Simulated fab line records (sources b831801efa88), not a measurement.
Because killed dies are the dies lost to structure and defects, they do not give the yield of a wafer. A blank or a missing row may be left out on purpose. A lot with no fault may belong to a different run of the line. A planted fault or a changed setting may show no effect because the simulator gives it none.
Struck lot and sound lot, side by side + flow gf180mcu + 14 out of 602 route steps
Sound: the wafers L892.1, L892.2, L892.6. The struck wafers were L903.2, L903.4, L903.5. At the end, the cause is stated.
Order at every step that has rows: each side's tool, ch and its chambers, its first start. Under that, the readings that differ: sound wafers + struck wafers + difference of the means + sigmas: that difference in standard deviations of wafers without a fault.
alike: a reading whose means differ by less than 2 such deviations, as well as words and numbers matching on both sides. not compared: withheld readings; readings where some wafer has no value; bounds like >300 that might hide an equal value; numbers whose values overlap and for which the record gives no deviation.
The two part at a step that has a row with sigmas, a row that says differs or no value, or rows on one side only. Numbers that don't overlap but have no deviation are shown without sigmas and don't part them. A reading that every wafer of one side lacks parts them only if that side has two wafers or more.

first, 4 steps without rows for these wafers: GF_HV_LDD_IMPLANT_33; GF_HV_LDD_IMPLANT_34; GF_HV_LDD_IMPLANT_35; GF_HV_LDD_IMPLANT_36.
GF_HV_LDD_STRIP_37: strips in O2/N2.
  sound on plasma-asher-03 ch 0,1, day 14 12:53; struck on plasma-asher-02 ch 1, day 18 04:20
| reading                     | sound       | struck      | difference | sigmas |
|-----------------------------|-------------|-------------|------------|--------|
| drypump-motor-current-A (A) | 6.6 5.4 6.6 | 5.2 5.2 5.2 | -1.0       | -2     |
  alike: heater-power-w, oes-product-au, strip-time-to-endpoint-s
  not compared: rf-hours-counter-h
GF_HV_LDD_TW_MEAS_38:
  sound on film-metro-01, day 14 12:59; struck on film-metro-04, day 18 04:27
| reading     | sound          | struck         | difference | sigmas |
|-------------|----------------|----------------|------------|--------|
| HV_LDD_3_TW | 1429 1414 1426 | 1441 1451 1448 | +24        | +3     |
then, 6 steps without rows for these wafers: GF_HV_LDD_DEHYDRATE_39 (time 60 s); GF_HV_LDD_HMDS_40 (prime time 60 s); GF_HV_LDD_COAT_41 (resist thk 1000 nm); GF_HV_LDD_SOFTBAKE_42 (time 60 s); GF_HV_LDD_EXPOSE_43 (exposes mask Pplus HV AREA, target cd 400 nm); GF_HV_LDD_PEB_44.
GF_HV_LDD_DEVELOP_45: develop time 60 s.
  sound on litho-track-01 ch 0, day 15 10:05; struck on litho-track-04, day 19 03:47
  no value came back on the struck wafers for chill-plate-temp-C (C), develop-time-s (s); on the sound wafers chill-plate-temp-C (C) reads 23.08 23.18 23.22
GF_HV_LDD_CD_MEAS_46: the cd target is 400 nm.
  sound on cd-sem-02, day 15 10:14; struck on cd-sem-02, day 19 03:56
| reading    | sound             | struck | difference                    | sigmas |
|------------|-------------------|--------|-------------------------------|--------|
| cd-nm (nm) | 398.1 398.3 397.2 | - - -  | no value on the struck wafers |        |

== WHERE THEY PART ==
At GF_HV_LDD_STRIP_37 first; at GF_HV_LDD_CD_MEAS_46 last (within this record only).

WHY: whatever the simulator had introduced
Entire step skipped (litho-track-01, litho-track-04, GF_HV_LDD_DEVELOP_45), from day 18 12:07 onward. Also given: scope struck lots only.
